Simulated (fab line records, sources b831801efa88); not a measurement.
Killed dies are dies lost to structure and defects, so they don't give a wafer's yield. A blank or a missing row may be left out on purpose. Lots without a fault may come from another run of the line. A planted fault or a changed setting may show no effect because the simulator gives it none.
Chamber matching | flow gf180mcu | GF_V5_CMP_04 on cmp-02: 4 sister chambers
The step polishes SiO2. 8 wafers are shown with their chamber, then 10 later ones without.

WAFERS WITH THEIR CHAMBER
wafer  | chamber | motor_current_A (A)
L177.2 | 1       | 9.7
L181.1 | 1       | 8.9
L181.2 | 0       | 14.5
L182.1 | 0       | 14.4
L182.4 | 3       | 14.7
L182.5 | 2       | 16.6
L183.2 | 3       | 15.5
L183.3 | 2       | 16.7

WAFERS WITHOUT THEIR CHAMBER
wafer  | motor_current_A (A)
L183.4 | 9.6
L185.2 | 9.4
L185.5 | 9.7
L185.6 | 14.8
L186.1 | 15.2
L186.3 | 9.8
L186.6 | 13.9
L188.1 | 14.6
L188.3 | 9.5
L188.6 | 14.6

WHICH CHAMBER EACH WENT THROUGH
wafer  | from the rows above     | in truth
L183.4 | 1                       | 1
L185.2 | 1                       | 1
L185.5 | 1                       | 1
L185.6 | can't be placed: 3 or 0 | 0
L186.1 | can't be placed: 3 or 0 | 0
L186.3 | 1                       | 1
L186.6 | can't be placed: 0 or 3 | 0
L188.1 | can't be placed: 0 or 3 | 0
L188.3 | 1                       | 1
L188.6 | can't be placed: 0 or 3 | 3
Placed correctly: 5 of 10. Can't be placed from these rows: 5 (the true chamber is among the candidates in 5). Placed wrongly: 0.
How it was worked out, from the rows above alone: a wafer's distance from a chamber is the root of the sum, over the readings, of the square of ((its reading less the chamber's mean) divided by the reading's scatter). The wafer belongs to the nearest chamber; if the next one is less than 2 further off, it can't be placed. A chamber's mean is the mean of its shown wafers. The scatter: the root of (the sum of the squares of (reading less its chamber's mean) over the shown wafers, divided by (wafers less chambers)).
